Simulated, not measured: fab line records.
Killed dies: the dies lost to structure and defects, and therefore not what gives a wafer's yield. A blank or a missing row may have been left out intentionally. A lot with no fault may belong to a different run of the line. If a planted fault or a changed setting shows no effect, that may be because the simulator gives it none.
fab line records	flow sky130
[record] lots = 6	wafers = 18	last_day = 50
route steps=708 shown LDD_N@240 LDD_P@255 PAD_OPEN@708
lots untouched by any fault: they come from a run of this same line in which no faults occurred
start_h: hours from the record's opening day to when the first of the lot's shown wafers began	wait_h: hours since the lot's step before	" unchanged from the row above	L1.1+2: several wafers, shown together as one row	- no value, or no start given	* or withheld: withheld	< > ~ a bound
route shown NAME@n: NAME is a module with steps in the file, n the number in the route of the first one	usual: mean and standard deviation over wafers with no fault	same: alike in all rows	chamber/n: place in a boat	sites: readings site by site	_std_site: how widely they spread, as a standard deviation	_edge_site: mean of outer sites minus mean of inner sites	radius_mm: for every site, how far away it sits from the centre of the wafer	mask NAME#n: copy n	behind: the tool/chamber that last shaped the wafer	hold: what put the lot on hold/how long, in hours/how the hold closed	device: names the non-switching transistor (n, p or np)	end of line: at the end of the route, the tests of the same wafers	a step without rows: its recipe alone	killed: dies that structure and defects cost at the first sort, which is not the same as the wafer's yield	map: a wafer's dies, x killed, . not, _ none there
set.NAME: the setting as run; set.NAME@STEP: as run at that earlier step	model.NAME: the simulator's own value behind a step, which no gauge read
certain route steps with their lots: each step a table, each wafer a row
services: from which hour (start_h, from the record's first day; less than 0 if before it) a tool's chamber was out of use, for how many hours, and why
[[steps]]
[step SKY_LDD_N_SOFTBAKE_03]
[recipe] temp_c = 90	time_s = 57.73	resist = NOVOLAK
[step SKY_LDD_N_EXPOSE_04]
[recipe] mask_id = NTM	target_cd_nm = 840	na = 0.6	source_shape = conventional	sigma_outer = 0.6	dose_mj = 110
[step SKY_LDD_N_PEB_05]
[recipe] temp_c = withheld	time_s = *	resist = NOVOLAK
[step SKY_LDD_N_DEVELOP_06]
[recipe] develop_time_s = 60	dev_temp_c = 23
[step SKY_LDD_N_OVL_MEAS_07]
[usual] LDD_N_OVL = 1.4/1.4
lot.wafer	tool	chamber	start_h	wait_h	LDD_N_OVL[nm]
L724.2	overlay-02	-	454.97	0.1	0.6
L724.4	"	-	"	"	-1.3
L724.6	"	-	"	"	0.7
L729.2	overlay-01	-	503.27	0.1	1.3
L729.3	"	-	"	"	1.9
L729.4	"	-	"	"	2.4
L731.3	overlay-01	-	512.58	0.1	3.1
L731.4	"	-	"	"	2.7
L731.6	"	-	"	"	-0.3
L739.2	overlay-01	-	574.67	0.1	0.7
L739.5	"	-	"	"	-0.7
L739.6	"	-	"	"	-0.3
L740.1	overlay-01	-	581.91	0.1	1.7
L740.4	"	-	"	"	0.8
L740.6	"	-	"	"	-0.5
L741.1	overlay-02	-	594.41	0.1	0.7
L741.4	"	-	"	"	1.7
L741.6	"	-	"	"	0.8
[step SKY_LDD_N_IMPLANT_08]
[recipe] species = As	energy_kev = 20	dose_cm2 = 7.5e+13	tilt_deg = withheld	rotation_deg = 23
[step SKY_LDD_N_IMPLANT_09]
[recipe] species = As	energy_kev = 20	dose_cm2 = 7.5e+13	tilt_deg = withheld	rotation_deg = 113
[step SKY_LDD_N_IMPLANT_10]
[recipe] species = As	energy_kev = 20	dose_cm2 = 7.5e+13	tilt_deg = withheld	rotation_deg = 203
[step SKY_LDD_N_IMPLANT_11]
[recipe] species = As	energy_kev = 20	dose_cm2 = 7.5e+13	tilt_deg = withheld	rotation_deg = 293
[step SKY_LDD_N_IMPLANT_12]
[recipe] species = BF2	energy_kev = 50	dose_cm2 = 5e+12	tilt_deg = 30	rotation_deg = 0
[step SKY_LDD_N_IMPLANT_13]
[recipe] species = BF2	energy_kev = 50	dose_cm2 = 5e+12	tilt_deg = 30	rotation_deg = 90
[step SKY_LDD_N_IMPLANT_14]
[recipe] species = BF2	energy_kev = 50	dose_cm2 = 5e+12	tilt_deg = 30	rotation_deg = 180
[step SKY_LDD_N_IMPLANT_15]
[recipe] species = BF2	energy_kev = 50	dose_cm2 = 5e+12	tilt_deg = 30	rotation_deg = 270
[usual] dose_ions_cm2 = 5e+12/5.9e+09	end_station_pressure_torr = 5.01e-06/2.6e-07	faraday_current_uA = 28.1/0.52
lot.wafer	tool	chamber	start_h	wait_h	dose_ions_cm2	end_station_pressure_torr	faraday_current_uA
L724.2	implanter-03	0	456.08	0.1	5e+12	5.33e-06	27.8
L724.4	"	0	"	"	5.006e+12	5.2e-06	28.1
L724.6	"	0	"	"	4.994e+12	4.91e-06	27.9
L729.2	implanter-03	0	504.38	0.1	7.28e+12	4.82e-06	42.2
L729.3	"	0	"	"	7.283e+12	4.33e-06	41.7
L729.4	"	0	"	"	7.272e+12	4.78e-06	39.9
L731.3	implanter-03	0	513.70	0.1	7.274e+12	4.97e-06	40.1
L731.4	"	0	"	"	7.279e+12	4.64e-06	41.3
L731.6	"	0	"	"	7.285e+12	5.09e-06	40.5
L739.2	implanter-02	0	575.78	0.1	4.992e+12	4.77e-06	27.5
L739.5	"	0	"	"	4.995e+12	5.14e-06	27.5
L739.6	"	0	"	"	4.998e+12	4.89e-06	28.4
L740.1	implanter-03	0	583.00	0.1	4.991e+12	5.47e-06	27.9
L740.4	"	0	"	"	4.992e+12	5.12e-06	27.6
L740.6	"	0	"	"	5.003e+12	4.96e-06	27.6
L741.1	implanter-03	0	595.50	0.1	4.998e+12	5.47e-06	27.7
L741.4	"	0	"	"	5.008e+12	5.01e-06	28.7
L741.6	"	0	"	"	5.003e+12	4.86e-06	28.2
[step SKY_LDD_N_STRIP_16]
[recipe] chemistry = O2/N2	power_w = 1400	pressure_mtorr = 1500	platen_temp_c = withheld	o2_flow_sccm = 3000	n2_flow_sccm = 300	overash_fraction = 0.5
[usual] drypump_motor_current_A = 5.4/0.45	oes_product_au = 0.407/0.0048	strip_time_to_endpoint_s = 4.323/0.017
lot.wafer	tool	chamber	start_h	wait_h	drypump_motor_current_A	oes_product_au	rf_hours_counter_h	strip_time_to_endpoint_s
L724.2	plasma_asher-01	0	456.20	0.1	5.4	0.414	66	4.308
L724.4	"	0	"	"	5.4	0.410	-	4.299
L724.6	"	1	"	"	5.0	0.401	-	4.304
L729.2	plasma_asher-03	0	504.50	0.1	5.1	0.405	7	4.344
L729.3	"	0	"	"	5.1	0.402	-	4.334
L729.4	"	1	"	"	5.5	0.401	-	4.332
L731.3	plasma_asher-04	0	513.83	0.1	6.7	0.411	-	4.336
L731.4	"	1	"	"	6.1	0.408	-	4.355
L731.6	"	1	"	"	6.1	0.397	-	4.331
L739.2	plasma_asher-03	0	575.90	0.1	5.0	0.404	14	4.308
L739.5	"	0	"	"	5.1	0.403	-	4.313
L739.6	"	1	"	"	5.5	0.408	-	4.323
L740.1	plasma_asher-01	0	583.15	0.1	5.4	0.410	79	4.332
L740.4	"	1	"	"	5.0	0.411	-	4.316
L740.6	"	1	"	"	5.0	0.407	-	4.330
L741.1	plasma_asher-01	1	595.65	0.1	5.0	0.397	80	4.341
L741.4	"	0	"	"	5.4	0.410	-	4.344
L741.6	"	0	"	"	5.4	0.406	-	4.351
[step SKY_LDD_N_TW_MEAS_17]
[usual] LDD_N_TW = 2551/20
lot.wafer	tool	chamber	start_h	wait_h	LDD_N_TW
L724.2	film_metro-04	-	456.31	0.1	2586
L724.4	"	-	"	"	2581
L724.6	"	-	"	"	2557
L729.2	film_metro-04	-	504.61	0.1	2555
L729.3	"	-	"	"	2547
L729.4	"	-	"	"	2539
L731.3	film_metro-04	-	513.92	0.1	2553
L731.4	"	-	"	"	2539
L731.6	"	-	"	"	2544
L739.2	film_metro-01	-	576.01	0.1	2578
L739.5	"	-	"	"	2580
L739.6	"	-	"	"	2580
L740.1	film_metro-03	-	583.25	0.1	2525
L740.4	"	-	"	"	2541
L740.6	"	-	"	"	2542
L741.1	film_metro-01	-	595.75	0.1	2587
L741.4	"	-	"	"	2571
L741.6	"	-	"	"	2584
[step SKY_LDD_P_DEHYDRATE_00]
[recipe] temp_c = 200	time_s = 60
[step SKY_LDD_P_HMDS_01]
[recipe] prime_time_s = 60	prime_temp_c = 120
[step SKY_LDD_P_COAT_02]
[recipe] resist = NOVOLAK	spin_rpm = 3000	resist_thk_nm = 1140
[step SKY_LDD_P_SOFTBAKE_03]
[recipe] temp_c = 90	time_s = 60	resist = NOVOLAK
[step SKY_LDD_P_EXPOSE_04]
[recipe] mask_id = PSDM	na = 0.6	source_shape = conventional	sigma_outer = 0.6	polarization = unpolarized	target_cd_nm = 380	dose_mj = 138
[step SKY_LDD_P_PEB_05]
[recipe] temp_c = withheld	time_s = *	resist = NOVOLAK
[step SKY_LDD_P_DEVELOP_06]
[recipe] resist = NOVOLAK	developer = TMAH	develop_time_s = 60	dev_temp_c = 23.82
[usual] developer_temp_C = 23.83/0.11
lot.wafer	tool	chamber	start_h	wait_h	developer_temp_C	model.LDD_P.cd_nm
L724.2	litho_track-03	0	487.59	0.1	23.77	380.4
L724.4	"	0	"	"	23.76	380.7
L724.6	"	0	"	"	23.71	381.8
L729.2	litho_track-04	0	535.45	0.1	23.96	374.5
L729.3	"	0	"	"	23.77	373.9
L729.4	"	0	"	"	23.82	373.8
L731.3	litho_track-04	0	544.13	0.1	23.85	385
L731.4	"	0	"	"	23.72	387.2
L731.6	"	0	"	"	23.82	383.1
L739.2	litho_track-02	0	605.49	0.1	23.69	378.4
L739.5	"	0	"	"	23.77	379.8
L739.6	"	0	"	"	23.87	382.6
L740.1	litho_track-02	0	612.17	0.1	23.90	377.1
L740.4	"	0	"	"	23.92	374.9
L740.6	"	0	"	"	23.99	376.6
L741.1	litho_track-03	0	624.16	0.1	23.91	375.6
L741.4	"	0	"	"	23.82	373.1
L741.6	"	0	"	"	23.98	374.4
[step SKY_LDD_P_CD_MEAS_07]
[recipe] target_cd_nm = 380
[usual] cd_nm = 380.8/2.6
lot.wafer	tool	chamber	start_h	wait_h	cd_nm
L724.2	cd_sem-01	-	487.73	0.1	380.2
L724.4	"	-	"	"	380.9
L724.6	"	-	"	"	381.6
L729.2	cd_sem-01	-	535.60	0.1	374.7
L729.3	"	-	"	"	373.8
L729.4	"	-	"	"	373.7
L731.3	cd_sem-02	-	544.27	0.1	384.9
L731.4	"	-	"	"	387.3
L731.6	"	-	"	"	383.2
L739.2	cd_sem-02	-	605.64	0.1	378.7
L739.5	"	-	"	"	379.7
L739.6	"	-	"	"	382.7
L740.1	cd_sem-02	-	612.32	0.1	377.2
L740.4	"	-	"	"	374.7
L740.6	"	-	"	"	376.5
L741.1	cd_sem-02	-	624.31	0.1	375.5
L741.4	"	-	"	"	373.1
L741.6	"	-	"	"	374.2
[step SKY_PAD_OPEN_PROBE_99]
[usual] killed_at_M0_to_M3 = 44/7.9	killed_at_M4_up = 3.1/2	killed_at_contacts = 23/4.9	killed_at_front_end = 15/3.9	killed_at_other = 0.2/0.49	killed_dies = 86/10	killed_open = 47/7.1	killed_short = 39/7.1
[same] gross_dies = 492	killed_at_back_side = 0
lot.wafer	tool	chamber	start_h	wait_h	killed_at_M0_to_M3	killed_at_M4_up	killed_at_contacts	killed_at_front_end	killed_at_other	killed_dies	killed_open	killed_short	model.etest.nfet_01v8_turned.vt_sat_v	model.etest.nfet_01v8_lvt.vt_sat_v	model.etest.nfet_01v8_turned.vt_v
L724.2	prober-01	-	1110.49	0.1	39	3	28	14	0	84	33	50	0.6379	0.5269	0.6891
L724.4	prober-01	-	1110.59	0.2	33	4	22	19	0	78	37	39	0.6328	0.5168	0.6854
L724.6	prober-01	-	1110.69	0.2	31	0	24	18	1	74	33	41	0.643	0.5317	0.6912
L729.2	prober-02	-	1142.66	0.1	53	2	22	21	0	98	53	45	0.6787	0.5471	0.7117
L729.3	prober-02	-	1142.71	0.2	43	2	33	15	2	95	50	44	0.6871	0.561	0.7201
L729.4	prober-02	-	1142.76	0.2	34	4	25	17	0	80	38	42	0.6744	0.5465	0.7097
L731.3	prober-02	-	1144.99	0.2	47	4	27	13	0	91	52	39	0.6849	0.5485	0.7188
L731.4	prober-02	-	1145.04	0.2	35	2	27	17	0	81	37	44	0.6894	0.5613	0.724
L731.6	prober-02	-	1145.14	0.2	49	7	21	10	0	87	54	33	0.688	0.5578	0.7255
L739.2	prober-02	-	1184.34	0.1	46	5	22	16	1	90	46	44	0.6369	0.521	0.6929
L739.5	prober-02	-	1184.49	0.2	35	6	22	16	0	79	42	37	0.6461	0.5216	0.6993
L739.6	prober-02	-	1184.54	0.2	43	2	27	7	0	79	44	35	0.6447	0.5272	0.695
L740.1	prober-01	-	1186.32	0.1	50	0	20	16	1	87	50	35	0.6465	0.5269	0.6996
L740.4	prober-01	-	1186.47	0.2	60	3	25	16	2	106	49	57	0.6559	0.5488	0.7012
L740.6	prober-01	-	1186.57	0.2	28	4	19	14	0	65	36	29	0.6508	0.5429	0.699
L741.1	prober-02	-	1195.55	0.1	47	6	18	19	0	90	52	38	0.6495	0.5397	0.6947
L741.4	prober-02	-	1195.70	0.2	36	2	27	14	1	80	44	36	0.6471	0.5358	0.696
L741.6	prober-02	-	1195.80	0.2	47	5	20	16	0	88	51	37	0.6452	0.5324	0.7004
// killed by level:class
L724.2 LOCAL_INTERCONNECT:geometric_particle:short=10 METAL2:geometric_particle:short=7 CONTACT:geometric_particle:short=6 CONTACT:geometric_particle:open=6 VIA1:geometric_particle:open=5 VIA1:geometric_particle:short=5 VIA2:geometric_particle:short=5 FIELD_ISO:geometric_particle:open=4
L724.4 VIA1:geometric_particle:open=9 CONTACT:geometric_particle:open=8 POLY_GATE:geometric_particle:short=6 VIA1:geometric_particle:short=6 METAL2:geometric_particle:short=5 SPACER:geometric_particle:open=4 LI_CONTACT:geometric_particle:open=4 LOCAL_INTERCONNECT:geometric_particle:short=4
L724.6 VIA1:geometric_particle:open=10 LOCAL_INTERCONNECT:geometric_particle:short=9 CONTACT:geometric_particle:short=8 FIELD_ISO:geometric_particle:short=6 CONTACT:geometric_particle:open=6 METAL2:geometric_particle:short=5 VIA3:geometric_particle:open=5 SPACER:geometric_particle:short=4
L729.2 VIA1:geometric_particle:open=10 VIA3:geometric_particle:open=8 LI_CONTACT:geometric_particle:open=7 METAL1:geometric_particle:short=7 VIA1:geometric_particle:short=7 METAL2:geometric_particle:short=7 FIELD_ISO:geometric_particle:open=6 VIA2:geometric_particle:open=6
L729.3 VIA1:geometric_particle:open=13 CONTACT:geometric_particle:open=12 CONTACT:geometric_particle:short=8 METAL2:geometric_particle:short=8 LI_CONTACT:geometric_particle:open=5 VIA3:geometric_particle:open=5 METAL1:geometric_particle:short=5 FIELD_ISO:geometric_particle:short=4
L729.4 CONTACT:geometric_particle:open=9 LI_CONTACT:geometric_particle:open=7 FIELD_ISO:geometric_particle:short=6 LI_CONTACT:geometric_particle:short=5 METAL2:geometric_particle:short=5 VIA2:geometric_particle:open=5 METAL1:geometric_particle:short=4 VIA3:geometric_particle:short=4
L731.3 CONTACT:geometric_particle:open=11 VIA2:geometric_particle:open=8 VIA1:geometric_particle:open=8 LI_CONTACT:geometric_particle:open=7 VIA3:geometric_particle:open=6 LOCAL_INTERCONNECT:geometric_particle:short=5 METAL1:geometric_particle:short=5 METAL2:geometric_particle:short=5
L731.4 METAL2:geometric_particle:short=9 CONTACT:geometric_particle:open=7 POLY_GATE:geometric_particle:open=6 LI_CONTACT:geometric_particle:open=6 VIA1:geometric_particle:open=6 CONTACT:geometric_particle:short=5 METAL1:geometric_particle:short=5 FIELD_ISO:geometric_particle:open=4
L731.6 VIA1:geometric_particle:open=12 CONTACT:geometric_particle:open=9 LI_CONTACT:geometric_particle:open=7 VIA2:geometric_particle:open=7 VIA3:geometric_particle:open=7 METAL4:geometric_particle:short=6 CONTACT:geometric_particle:short=4 METAL2:geometric_particle:short=4
L739.2 CONTACT:geometric_particle:open=12 VIA1:geometric_particle:open=8 VIA1:geometric_particle:short=6 VIA2:geometric_particle:open=6 VIA3:geometric_particle:open=6 FIELD_ISO:geometric_particle:open=5 POLY_GATE:geometric_particle:short=5 METAL1:geometric_particle:short=5
L739.5 LI_CONTACT:geometric_particle:open=10 VIA2:geometric_particle:open=7 FIELD_ISO:geometric_particle:short=6 VIA1:geometric_particle:open=6 VIA2:geometric_particle:short=6 POLY_GATE:geometric_particle:short=5 METAL4:geometric_particle:short=5 CONTACT:geometric_particle:open=4
L739.6 LI_CONTACT:geometric_particle:open=8 CONTACT:geometric_particle:open=8 VIA3:geometric_particle:open=8 LOCAL_INTERCONNECT:geometric_particle:short=7 METAL2:geometric_particle:short=7 VIA2:geometric_particle:open=7 METAL1:geometric_particle:short=6 VIA1:geometric_particle:open=4
L740.1 VIA3:geometric_particle:open=10 VIA2:geometric_particle:open=8 VIA1:geometric_particle:open=7 VIA1:geometric_particle:short=7 METAL1:geometric_particle:short=6 LOCAL_INTERCONNECT:geometric_particle:short=5 CONTACT:geometric_particle:short=5 CONTACT:geometric_particle:open=4
L740.4 METAL1:geometric_particle:short=12 CONTACT:geometric_particle:open=10 VIA3:geometric_particle:open=9 VIA1:geometric_particle:open=8 POLY_GATE:geometric_particle:short=8 VIA1:geometric_particle:short=7 VIA2:geometric_particle:open=6 CONTACT:geometric_particle:short=5
L740.6 CONTACT:geometric_particle:open=8 VIA3:geometric_particle:open=7 FIELD_ISO:geometric_particle:short=5 POLY_GATE:geometric_particle:open=4 LI_CONTACT:geometric_particle:open=4 LI_CONTACT:geometric_particle:short=4 METAL1:geometric_particle:short=4 VIA1:geometric_particle:open=4
L741.1 VIA3:geometric_particle:open=10 VIA1:geometric_particle:open=9 VIA2:geometric_particle:open=7 VIA1:geometric_particle:short=6 METAL3:geometric_particle:open=6 FIELD_ISO:geometric_particle:open=5 LOCAL_INTERCONNECT:geometric_particle:short=5 CONTACT:geometric_particle:short=5
L741.4 CONTACT:geometric_particle:open=12 VIA1:geometric_particle:open=7 METAL1:geometric_particle:short=6 FIELD_ISO:geometric_particle:open=5 CONTACT:geometric_particle:short=5 METAL3:geometric_particle:short=5 METAL2:geometric_particle:short=5 VIA2:geometric_particle:open=5
L741.6 FIELD_ISO:geometric_particle:open=10 VIA1:geometric_particle:open=9 VIA2:geometric_particle:open=8 LI_CONTACT:geometric_particle:open=7 VIA3:geometric_particle:open=7 METAL2:geometric_particle:short=6 METAL3:geometric_particle:short=6 CONTACT:geometric_particle:open=5
[[services]]
tool	chamber	start_h	hours	kind
implanter-02	-	437.27	3.5	repair
implanter-03	-	467.03	2.9	repair
implanter-03	-	467.85	12.9	repair
implanter-02	-	472.12	1.3	repair
implanter-03	-	480.49	2.9	repair
implanter-03	-	508.97	2.8	repair
implanter-02	-	511.91	2.9	pm
implanter-02	-	535.03	6.1	pm
plasma_asher-01	-	617.43	1.3	repair
[[key]]
[first_sign] step = SKY_LDD_N_IMPLANT_15	reading = dose_ions_cm2	direction = up	sigmas = 99+	usual = *	struck = *
[effect] step = SKY_LDD_N_IMPLANT_15	reading = faraday_current_uA	direction = up	sigmas = 25	usual = 28.1	struck = 40.9
[model_effect] step = SKY_LDD_P_DEVELOP_06	value = LDD_P.cd_nm	without = 384.5	struck = 379.6
[model_effect] step = SKY_PAD_OPEN_PROBE_99	value = etest.nfet_01v8_turned.vt_sat_v	without = 0.6521	struck = 0.6837
met_at SKY_LDD_N_IMPLANT_15
struck_wafers L729.2,L729.3,L729.4,L731.3,L731.4,L731.6
tester_left_out L729,L731
[loop_trim] step = SKY_LDD_P_EXPOSE_04	setting = dose	lots = L729
onset_between 456.08 504.38
[fault] kind = process_parameter_drift	tool = implanter-03	chamber = -	onset_h = 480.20	steps = SKY_LDD_N_IMPLANT_15	channel = dose_cm2	offset = *	shape = step	end_h = 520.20	acts_in = *	stated = *
// tester_left_out: of these lots the tester's yield and bins aren't shown, on N5 and GAA mostly nor the transistor test; their killed dies are dies lost to structure and defects alone, not to doping, threshold or leakage, so they don't give the yield
// loop_trim: a control loop set the setting to another value than it would have without faults
